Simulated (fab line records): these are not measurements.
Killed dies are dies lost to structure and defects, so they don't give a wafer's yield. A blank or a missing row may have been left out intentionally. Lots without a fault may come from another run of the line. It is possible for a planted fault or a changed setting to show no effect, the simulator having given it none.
2 desks, one fault ; flow gf180mcu ; each desk has only its own numbers; what lay behind them comes last

== TOOL OWNER'S DESK, krfScanner-01 ==
The tool's own readings at GF_V1_EXPOSE_11 (exposes mask Via1, target cd 260 nm): means of the sampled wafers that have a number, for each lot that ran on this tool. A lot is out of limits, marked OUT, if its mean lies more than 4 standard deviations from the usual mean; the brackets give that distance.
Columns: A = exposureDoseMJCm2 at GF_V1_EXPOSE_11, usual 38.00
lot;first seen here;A
L159;day 17 06:10;38.02
L165;day 19 15:44;38.04
L167;day 20 16:32;37.99
L168;day 21 09:02;38.01
L169;day 21 13:12;38.02
L170;day 22 08:34;38.02
L175;day 23 20:02;37.48 (-13) OUT
This desk's verdict: out of limits on L175, starting with L175 at day 23 20:02 (exposureDoseMJCm2 at GF_V1_EXPOSE_11). In limits: L159, L165, L167, L168, L169, L170.

== FROM THE METROLOGY DESK ==
Means of the sampled wafers that have a number, per lot and without regard to the tool the lot ran on: this is what the gauges read. A lot is out of limits, marked OUT, if its mean lies more than 4 standard deviations from the usual mean; the brackets give that distance.
Columns: A = cdNm at GF_M1_CD_MEAS_14, usual 230.3 nm; B = cdNm at GF_V1_CD_MEAS_14, usual 259.9 nm
lot;first seen here;A;B
L159;day 16 17:40;229.2;261.2
L160;day 16 22:11;230.3;260.5
L162;day 17 23:23;229.2;261.7
L163;day 18 02:15;230.4;258.3
L165;day 19 02:05;230.3;259.7
L166;day 19 09:38;230.0;258.8
L167;day 20 03:16;231.3;259.3
L168;day 20 19:35;230.2;258.9
L169;day 20 23:31;229.7;258.7
L170;day 21 19:37;229.7;260.2
L175;day 23 07:07;230.2;271.9 (+10) OUT
L180;day 25 00:25;232.6;259.2
This desk's verdict: out of limits on L175, starting with L175 at day 24 07:13 (cdNm at GF_V1_CD_MEAS_14). In limits: L159, L160, L162, L163, L165, L166, L167, L168, L169, L170, L180.

== PUT TOGETHER ==
An alarm could have come from the tool owner's desk at day 23 20:02, on L175.
Metrology desk: alarm possible at day 24 07:13 on L175.
The lots listed all ran GF_V1_EXPOSE_11 on krfScanner-01.

== WHAT HAD BEEN PUT IN BY THE SIMULATOR ==
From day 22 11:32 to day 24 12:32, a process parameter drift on krfScanner-01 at GF_V1_EXPOSE_11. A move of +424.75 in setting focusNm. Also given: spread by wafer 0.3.
Struck lots among those shown: L175.
Hours from the fault's start to each desk's first reading out of limits: the tool owner's desk, 32; the metrology desk, 44.
